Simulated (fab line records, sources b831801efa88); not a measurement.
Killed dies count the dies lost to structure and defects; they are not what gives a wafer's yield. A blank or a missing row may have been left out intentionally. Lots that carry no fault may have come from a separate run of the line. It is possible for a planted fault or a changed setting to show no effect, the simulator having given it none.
fab line records | flow sky130
record: lots: 5 | wafers: 15 | last_day: 50
route steps=708 shown PWDE@48 NWELL@56 PAD_OPEN@708
lots that met no fault: from a run of the same line without faults
start_h: the number of hours between the record's first day and the start of the first shown wafer of the lot | wait_h: time in hours since the lot's previous step | " identical to the entry in the row above | L1.1+2: one row covering several wafers at once | - either no value or no given start | * or withheld: withheld | < > ~ a bound
route shown NAME@n: a module of which the file shows steps, and the number in the route of the first | usual: average and standard deviation across the fault-free wafers | same: alike in all rows | chamber/n: place in a boat | sites: the reading at each site | _std_site: their standard deviation | _edge_site: mean of outer sites minus mean of inner sites | radius_mm: for every site, how far away it sits from the centre of the wafer | mask NAME#n: copy n | behind: tool/chamber where the wafer was last shaped | hold: why the lot went on hold/how many hours it stayed there/how the hold came to an end | device: the transistor (n, p or np) that didn't switch | end of line: tests run on the same wafers once the route is complete | a step without rows: its recipe alone | killed: count of dies lost to structure and defects at first sort (not the wafer's yield) | map: the dies of a wafer, with x for killed, . for not killed, _ for no die there
set.NAME: the setting the step ran with; set.NAME@STEP: the setting that earlier step ran with | model.NAME: the simulator's own value behind a step, which no gauge read
lots at selected steps of the route; one table per step, one row per wafer
services: the hour from which a tool's chamber was out of use, counted from the record's first day as start_h (under 0 if before that day), plus the number of hours and why
== steps ==
step: SKY_PWDE_SOFTBAKE_03
recipe: temp_c: 110 | time_s: withheld
step: SKY_PWDE_EXPOSE_04
recipe: mask_id: PWDEM | na: 0.6 | source_shape: conventional | sigma_outer: 0.6 | polarization: unpolarized | target_cd_nm: 840 | dose_mj: 214
step: SKY_PWDE_PEB_05
recipe: temp_c: 115 | time_s: withheld
step: SKY_PWDE_DEVELOP_06
recipe: wall_angle_deg: 90 | developer: TMAH | develop_time_s: 60 | dev_temp_c: 23
step: SKY_PWDE_OVL_MEAS_07
usual: PWDE_OVL: -1.1/1.6
lot.wafer | tool       | chamber | start_h | wait_h | PWDE_OVL[nm]
L323.1    | overlay-01 | -       | 74.77   | -      | -2.0
L323.2    | "          | -       | "       | "      | -2.8
L323.3    | "          | -       | "       | "      | -2.6
L329.2    | overlay-01 | -       | 112.97  | -      | -1.2
L329.3    | "          | -       | "       | "      | -0.6
L329.4    | "          | -       | "       | "      | -0.6
L335.1    | overlay-02 | -       | 143.61  | -      | 1.1
L335.2    | "          | -       | "       | "      | 2.3
L335.5    | "          | -       | "       | "      | 0.6
L344.2    | overlay-02 | -       | 209.99  | -      | -0.4
L344.4    | "          | -       | "       | "      | -1.7
L344.5    | "          | -       | "       | "      | 0.1
L345.4    | overlay-01 | -       | 210.36  | -      | -2.0
L345.5    | "          | -       | "       | "      | -2.5
L345.6    | "          | -       | "       | "      | -0.1
step: SKY_PWDE_IMPLANT_08
recipe: species: B | energy_kev: 150 | dose_cm2: 3.6e+12 | tilt_deg: withheld
step: SKY_PWDE_STRIP_09
recipe: chemistry: O2/N2 | power_w: 1400 | pressure_mtorr: 1500 | platen_temp_c: withheld | o2_flow_sccm: 3000 | n2_flow_sccm: 300 | overash_fraction: 0.5
usual: drypump_motor_current_A: 5.8/0.46 | oes_product_au: 0.723/0.0043 | strip_time_to_endpoint_s: 36.94/0.11
lot.wafer | tool            | chamber | start_h | wait_h | drypump_motor_current_A | oes_product_au | rf_hours_counter_h | strip_time_to_endpoint_s
L323.1    | plasma_asher-03 | 0       | 74.96   | 0.1    | 5.4                     | 0.723          | 39                 | 36.89
L323.2    | "               | 1       | "       | "      | 6.4                     | 0.718          | 39                 | 37.09
L323.3    | "               | 0       | "       | "      | 5.4                     | 0.728          | -                  | 37.00
L329.2    | plasma_asher-02 | 0       | 113.17  | 0.1    | 5.9                     | 0.719          | 47                 | 36.86
L329.3    | "               | 1       | "       | "      | 6.1                     | 0.722          | -                  | 36.81
L329.4    | "               | 0       | "       | "      | 5.9                     | 0.717          | -                  | 36.81
L335.1    | plasma_asher-03 | 1       | 143.80  | 0.1    | 6.4                     | 0.719          | 3                  | 37.22
L335.2    | "               | 0       | "       | "      | 5.4                     | 0.721          | 3                  | 37.16
L335.5    | "               | 0       | "       | "      | 5.4                     | 0.729          | -                  | 37.26
L344.2    | plasma_asher-03 | 0       | 210.17  | 0.1    | 5.4                     | 0.722          | 8                  | 36.75
L344.4    | "               | 1       | "       | "      | 6.4                     | 0.719          | -                  | 36.85
L344.5    | "               | 0       | "       | "      | 5.4                     | 0.727          | -                  | 36.86
L345.4    | plasma_asher-01 | 0       | 210.56  | 0.1    | 5.1                     | 0.722          | -                  | 36.92
L345.5    | "               | 0       | "       | "      | 5.2                     | 0.725          | -                  | 36.97
L345.6    | "               | 1       | "       | "      | 5.2                     | 0.720          | -                  | 37.03
step: SKY_PWDE_TW_MEAS_10
usual: PWDE_TW: 372/3.8
lot.wafer | tool          | chamber | start_h | wait_h | PWDE_TW
L323.1    | film_metro-02 | -       | 75.06   | 0.1    | 376
L323.2    | "             | -       | "       | "      | 379
L323.3    | "             | -       | "       | "      | 378
L329.2    | film_metro-02 | -       | 113.28  | 0.1    | 375
L329.3    | "             | -       | "       | "      | 375
L329.4    | "             | -       | "       | "      | 373
L335.1    | film_metro-02 | -       | 143.90  | 0.1    | 377
L335.2    | "             | -       | "       | "      | 377
L335.5    | "             | -       | "       | "      | 378
L344.2    | film_metro-03 | -       | 210.28  | 0.1    | 377
L344.4    | "             | -       | "       | "      | 375
L344.5    | "             | -       | "       | "      | 377
L345.4    | film_metro-02 | -       | 210.65  | 0.1    | 373
L345.5    | "             | -       | "       | "      | 373
L345.6    | "             | -       | "       | "      | 374
step: SKY_NWELL_DEHYDRATE_03
recipe: temp_c: 200 | time_s: 60
step: SKY_NWELL_HMDS_04
recipe: prime_time_s: 60 | prime_temp_c: 120
step: SKY_NWELL_COAT_05
recipe: spin_rpm: 2000 | resist_thk_nm: 3000
step: SKY_NWELL_SOFTBAKE_06
recipe: temp_c: 110 | time_s: withheld
step: SKY_NWELL_EXPOSE_07
recipe: mask_id: NWM | na: 0.6 | source_shape: conventional | sigma_outer: 0.6 | polarization: unpolarized | target_cd_nm: 840 | dose_mj: 255
lot.wafer  | tool             | chamber | start_h | wait_h | mask
L323.1+2+3 | iline_stepper-01 | 0       | 82.99   | -      | NWM#0
L329.2+3+4 | iline_stepper-01 | 0       | 122.40  | -      | NWM#0
L335.1+2+5 | iline_stepper-01 | 0       | 153.55  | -      | PWDEM#0
L344.2+4+5 | iline_stepper-01 | 0       | 221.01  | -      | NWM#0
L345.4+5+6 | iline_stepper-02 | 0       | 221.71  | -      | NWM#0
step: SKY_NWELL_PEB_08
recipe: temp_c: 115 | time_s: withheld
step: SKY_NWELL_DEVELOP_09
recipe: wall_angle_deg: 90 | developer: TMAH | develop_time_s: 60 | dev_temp_c: 23
step: SKY_NWELL_OVL_MEAS_10
usual: NWELL_00_OVL: -0.1/1.7
lot.wafer | tool       | chamber | start_h | wait_h | NWELL_00_OVL[nm]
L323.1    | overlay-01 | -       | 91.71   | -      | -1.7
L323.2    | "          | -       | "       | "      | -2.2
L323.3    | "          | -       | "       | "      | -0.9
L329.2    | overlay-02 | -       | 131.67  | -      | 0.6
L329.3    | "          | -       | "       | "      | 0.0
L329.4    | "          | -       | "       | "      | -0.3
L335.1    | overlay-01 | -       | 162.87  | -      | -
L335.2    | "          | -       | "       | "      | -
L335.5    | "          | -       | "       | "      | -
L344.2    | overlay-01 | -       | 232.03  | -      | -1.5
L344.4    | "          | -       | "       | "      | 1.2
L344.5    | "          | -       | "       | "      | 0.0
L345.4    | overlay-01 | -       | 232.39  | -      | -1.0
L345.5    | "          | -       | "       | "      | -0.5
L345.6    | "          | -       | "       | "      | -1.2
step: SKY_NWELL_IMPLANT_11
recipe: species: P | energy_kev: 400 | dose_cm2: 1.9e+13 | tilt_deg: withheld
step: SKY_NWELL_IMPLANT_12
recipe: species: P | energy_kev: 120 | dose_cm2: 1.3e+12 | tilt_deg: withheld
step: SKY_NWELL_IMPLANT_13
recipe: species: P | energy_kev: 50 | dose_cm2: 7e+11 | tilt_deg: withheld
step: SKY_NWELL_STRIP_14
recipe: chemistry: O2/N2 | power_w: 1400 | pressure_mtorr: 1500 | platen_temp_c: withheld | o2_flow_sccm: 3000 | n2_flow_sccm: 300 | overash_fraction: 0.5
usual: drypump_motor_current_A: 5.8/0.33 | oes_product_au: 0.723/0.0045 | strip_time_to_endpoint_s: 36.89/0.11
lot.wafer | tool            | chamber | start_h | wait_h | drypump_motor_current_A | oes_product_au | rf_hours_counter_h | strip_time_to_endpoint_s
L323.1    | plasma_asher-04 | 0       | 92.20   | 0.1    | 5.6                     | 0.711          | 44                 | 36.92
L323.2    | "               | 1       | "       | "      | 5.9                     | 0.718          | 44                 | 36.87
L323.3    | "               | 1       | "       | "      | 5.9                     | 0.718          | -                  | 36.84
L329.2    | plasma_asher-02 | 1       | 132.15  | 0.1    | 6.1                     | 0.720          | 50                 | 36.86
L329.3    | "               | 1       | "       | "      | 6.2                     | 0.726          | -                  | 36.89
L329.4    | "               | 0       | "       | "      | 5.9                     | 0.716          | -                  | 36.92
L335.1    | plasma_asher-04 | 1       | 163.36  | 0.1    | 5.9                     | 0.730          | 53                 | 36.96
L335.2    | "               | 0       | "       | "      | 5.6                     | 0.724          | 53                 | 37.02
L335.5    | "               | 1       | "       | "      | 5.9                     | 0.720          | -                  | 36.82
L344.2    | plasma_asher-01 | 1       | 232.51  | 0.1    | 5.2                     | 0.719          | 32                 | 36.64
L344.4    | "               | 0       | "       | "      | 5.1                     | 0.718          | -                  | 36.65
L344.5    | "               | 1       | "       | "      | 5.2                     | 0.728          | -                  | 36.77
L345.4    | plasma_asher-04 | 1       | 232.89  | 0.1    | 5.9                     | 0.725          | -                  | 36.89
L345.5    | "               | 0       | "       | "      | 5.6                     | 0.723          | -                  | 36.99
L345.6    | "               | 1       | "       | "      | 5.9                     | 0.727          | -                  | 37.06
step: SKY_NWELL_TW_MEAS_15
usual: NWELL_TW: 1814/15
lot.wafer | tool          | chamber | start_h | wait_h | NWELL_TW
L323.1    | film_metro-03 | -       | 92.30   | 0.1    | 1836
L323.2    | "             | -       | "       | "      | 1831
L323.3    | "             | -       | "       | "      | 1836
L329.2    | film_metro-02 | -       | 132.26  | 0.1    | 1837
L329.3    | "             | -       | "       | "      | 1836
L329.4    | "             | -       | "       | "      | 1838
L335.1    | film_metro-03 | -       | 163.46  | 0.1    | 30
L335.2    | "             | -       | "       | "      | 30
L335.5    | "             | -       | "       | "      | 30
L344.2    | film_metro-02 | -       | 232.62  | 0.1    | 1812
L344.4    | "             | -       | "       | "      | 1826
L344.5    | "             | -       | "       | "      | 1820
L345.4    | film_metro-01 | -       | 232.99  | 0.1    | 1791
L345.5    | "             | -       | "       | "      | 1806
L345.6    | "             | -       | "       | "      | 1799
step: SKY_NWELL_DEHYDRATE_16
recipe: temp_c: 200 | time_s: 60
step: SKY_PAD_OPEN_PROBE_99
usual: killed_at_M0_to_M3: 43/6.6 | killed_at_M4_up: 3.1/1.6 | killed_at_contacts: 23/5.6 | killed_at_front_end: 15/4.2 | killed_at_other: 0.2/0.43 | killed_dies: 85/9.3 | killed_on_rim: 17/3.6 | killed_open: 46/6.6 | killed_short: 39/6.2
same: gross_dies: 492 | killed_at_back_side: 0
lot.wafer | tool      | chamber | start_h | wait_h | killed_at_M0_to_M3 | killed_at_M4_up | killed_at_contacts | killed_at_front_end | killed_at_other | killed_dies | killed_on_rim | killed_open | killed_short
L323.1    | prober-02 | -       | 1066.39 | 0.1    | 49                 | 0               | 22                 | 18                  | 1               | 90          | 19            | 56          | 34
L323.2    | prober-02 | -       | 1066.44 | 0.1    | 52                 | 3               | 20                 | 16                  | 0               | 91          | 18            | 48          | 43
L323.3    | prober-02 | -       | 1066.49 | 0.2    | 39                 | 4               | 14                 | 12                  | 0               | 69          | 9             | 33          | 36
L329.2    | prober-02 | -       | 1117.44 | 0.1    | 33                 | 4               | 33                 | 16                  | 0               | 86          | 13            | 48          | 38
L329.3    | prober-02 | -       | 1117.49 | 0.2    | 58                 | 2               | 24                 | 17                  | 0               | 101         | 18            | 58          | 43
L329.4    | prober-02 | -       | 1117.54 | 0.2    | 38                 | 3               | 22                 | 18                  | 0               | 81          | 11            | 47          | 34
L335.1    | prober-02 | -       | 1143.40 | 0.1    | 47                 | 2               | 25                 | 417                 | 1               | 492         | 96            | 49          | 49
L335.2    | prober-02 | -       | 1143.45 | 0.1    | 53                 | 1               | 14                 | 424                 | 0               | 492         | 96            | 48          | 35
L335.5    | prober-02 | -       | 1143.60 | 0.2    | 44                 | 4               | 17                 | 427                 | 0               | 492         | 96            | 38          | 39
L344.2    | prober-02 | -       | 1199.90 | 0.1    | 35                 | 2               | 26                 | 7                   | 0               | 70          | 15            | 33          | 37
L344.4    | prober-02 | -       | 1200.00 | 0.2    | 41                 | 2               | 29                 | 13                  | 0               | 85          | 15            | 45          | 40
L344.5    | prober-02 | -       | 1200.05 | 0.2    | 33                 | 4               | 32                 | 17                  | 1               | 87          | 16            | 45          | 42
killed by level:class
L323.1 VIA1:geometric_particle:open=13 CONTACT:geometric_particle:open=9 POLY_GATE:geometric_particle:open=7 METAL1:geometric_particle:short=7 VIA2:geometric_particle:open=7 VIA3:geometric_particle:open=6 CONTACT:geometric_particle:short=5 LOCAL_INTERCONNECT:geometric_particle:short=4
L323.2 VIA1:geometric_particle:short=8 VIA1:geometric_particle:open=8 FIELD_ISO:geometric_particle:open=7 LI_CONTACT:geometric_particle:open=7 METAL1:geometric_particle:short=7 VIA2:geometric_particle:open=7 VIA3:geometric_particle:open=6 LI_CONTACT:geometric_particle:short=5
L323.3 VIA1:geometric_particle:open=10 LI_CONTACT:geometric_particle:open=6 METAL1:geometric_particle:short=6 CONTACT:geometric_particle:open=5 VIA1:geometric_particle:short=5 METAL2:geometric_particle:short=5 VIA3:geometric_particle:open=5 VIA3:geometric_particle:short=4
L329.2 LI_CONTACT:geometric_particle:open=11 CONTACT:geometric_particle:open=8 VIA1:geometric_particle:open=8 CONTACT:geometric_particle:short=7 VIA3:geometric_particle:open=6 FIELD_ISO:geometric_particle:open=4 VIA1:geometric_particle:short=4 METAL1:geometric_particle:short=4
L329.3 VIA1:geometric_particle:open=21 CONTACT:geometric_particle:open=10 CONTACT:geometric_particle:short=8 VIA2:geometric_particle:open=8 METAL1:geometric_particle:short=7 FIELD_ISO:geometric_particle:short=5 VIA3:geometric_particle:open=5 FIELD_ISO:geometric_particle:open=4
L329.4 VIA1:geometric_particle:open=11 LI_CONTACT:geometric_particle:open=8 CONTACT:geometric_particle:open=6 METAL2:geometric_particle:short=6 VIA2:geometric_particle:open=6 FIELD_ISO:geometric_particle:open=4 LOCAL_INTERCONNECT:geometric_particle:short=4 METAL1:geometric_particle:short=4
L335.1 NWELL:area_expose=394 VIA1:geometric_particle:open=12 CONTACT:geometric_particle:open=8 FIELD_ISO:geometric_particle:short=7 CONTACT:geometric_particle:short=7 VIA1:geometric_particle:short=6 FIELD_ISO:geometric_particle:open=5 POLY_GATE:geometric_particle:open=5
L335.2 NWELL:area_expose=409 VIA1:geometric_particle:open=17 VIA2:geometric_particle:open=9 CONTACT:geometric_particle:open=8 FIELD_ISO:geometric_particle:short=7 VIA3:geometric_particle:open=6 METAL1:geometric_particle:short=5 METAL2:geometric_particle:short=5
L335.5 NWELL:area_expose=415 METAL1:geometric_particle:short=12 VIA1:geometric_particle:open=11 LI_CONTACT:geometric_particle:open=7 CONTACT:geometric_particle:open=7 VIA2:geometric_particle:short=5 VIA1:geometric_particle:short=4 METAL2:geometric_particle:short=4
L344.2 CONTACT:geometric_particle:open=10 VIA1:geometric_particle:open=8 LOCAL_INTERCONNECT:geometric_particle:short=6 VIA2:geometric_particle:open=6 FIELD_ISO:geometric_particle:short=5 CONTACT:geometric_particle:short=4 METAL2:geometric_particle:short=4 VIA3:geometric_particle:open=4
L344.4 CONTACT:geometric_particle:open=15 VIA2:geometric_particle:open=7 VIA3:geometric_particle:open=7 CONTACT:geometric_particle:short=6 METAL3:geometric_particle:short=6 FIELD_ISO:geometric_particle:open=5 FIELD_ISO:geometric_particle:short=5 VIA2:geometric_particle:short=5
L344.5 CONTACT:geometric_particle:open=13 CONTACT:geometric_particle:short=8 VIA2:geometric_particle:open=7 LOCAL_INTERCONNECT:geometric_particle:short=6 LI_CONTACT:geometric_particle:open=5 VIA1:geometric_particle:short=5 VIA1:geometric_particle:open=5 FIELD_ISO:geometric_particle:short=4
map L335.1 (x killed, . not)
__________xxxxxxxxxx_________
________xxxxxxxxxxxxxx_______
______xxxxxxxxxxxxxxxxxx_____
_____xxxxxxxxxxxxxxxxxxxx____
____xxxxxxxxxxxxxxxxxxxxxx___
___xxxxxxxxxxxxxxxxxxxxxxxx__
__xxxxxxxxxxxxxxxxxxxxxxxxxx_
_xxxxxxxxxxxxxxxxxxxxxxxxxxxx
_xxxxxxxxxxxxxxxxxxxxxxxxxxxx
_xxxxxxxxxxxxxxxxxxxxxxxxxxxx
_xxxxxxxxxxxxxxxxxxxxxxxxxxxx
_xxxxxxxxxxxxxxxxxxxxxxxxxxxx
_xxxxxxxxxxxxxxxxxxxxxxxxxxxx
_xxxxxxxxxxxxxxxxxxxxxxxxxxxx
_xxxxxxxxxxxxxxxxxxxxxxxxxxxx
__xxxxxxxxxxxxxxxxxxxxxxxxxx_
___xxxxxxxxxxxxxxxxxxxxxxxx__
____xxxxxxxxxxxxxxxxxxxxxx___
_____xxxxxxxxxxxxxxxxxxxx____
______xxxxxxxxxxxxxxxxxx_____
________xxxxxxxxxxxxxx_______
__________xxxxxxxxxx_________
map L329.3 (x killed, . not)
__________........x._________
________xx..x..x...x.._______
______.x.x...x.x.xx.xx.._____
_____xx............x.....____
____x.........x.......x...___
___......x..xx..x....xx....__
__..x..x.....x.......x...x.._
_..x...x.....x.xx..x.....xx..
_...x....x.xx.x..x..xx.......
_x.....x.x..............x.x..
_...x...x.....x...x....x...x.
_.........x..................
_......x........x..........x.
_..x.x.x.....x.......x.x.....
_.....x.x............x..x....
__..xxx.x..x.x.x.x..xx....xx_
___x......x.......x.......x__
____.......x....x.x....x..___
_____x...x....x..........____
______........x..x......_____
________.x...x........_______
__________........xx_________
== services ==
tool             | chamber | start_h | hours | kind
iline_stepper-02 | -       | 62.11   | 1.7   | pm
iline_stepper-01 | -       | 84.04   | 1.7   | pm
plasma_asher-01  | -       | 102.54  | 28.1  | pm
plasma_asher-03  | -       | 108.75  | 9.0   | pm
plasma_asher-03  | 0       | 108.75  | 9.0   | vent_cycle
plasma_asher-03  | 1       | 108.75  | 9.0   | vent_cycle
iline_stepper-01 | -       | 114.44  | 7.1   | repair
plasma_asher-03  | 0       | 117.75  | -     | clean
plasma_asher-03  | 1       | 117.75  | -     | clean
iline_stepper-02 | -       | 131.01  | 1.0   | repair
iline_stepper-02 | -       | 138.20  | 4.4   | pm
plasma_asher-01  | -       | 159.40  | 2.5   | repair
iline_stepper-02 | -       | 167.02  | 2.2   | repair
plasma_asher-03  | -       | 173.69  | 13.6  | repair
plasma_asher-04  | -       | 207.58  | 3.2   | repair
iline_stepper-02 | -       | 224.34  | 12.5  | repair
== key ==
first_sign: step: SKY_NWELL_EXPOSE_07 | reading: mask | direction: changed
effect: step: SKY_NWELL_OVL_MEAS_10 | reading: NWELL_00_OVL | direction: missing
effect: step: SKY_NWELL_TW_MEAS_15 | reading: NWELL_TW | direction: down | sigmas: 99+ | usual: 1814 | struck: 30
effect: step: SKY_PAD_OPEN_PROBE_99 | reading: killed_at_front_end | direction: up | sigmas: 96 | usual: 15 | struck: 423
more_kills_born_at: SKY_NWELL_EXPOSE_07@iline_stepper-01: 1218
met_at SKY_NWELL_EXPOSE_07
struck_wafers L335.1,L335.2,L335.5
tester_left_out L335
onset_between 122.40 153.55
fault: kind: wrong_mask | tool: any | chamber: - | onset_h: 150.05 | steps: SKY_NWELL_EXPOSE_07 | aux_copy: PWDEM#0 | scope: struck_lots_only
tester_left_out: of these lots the tester's yield and bins aren't shown, on N5 and GAA mostly nor the transistor test; their killed dies are dies lost to structure and defects alone, not to doping, threshold or leakage, so they don't give the yield
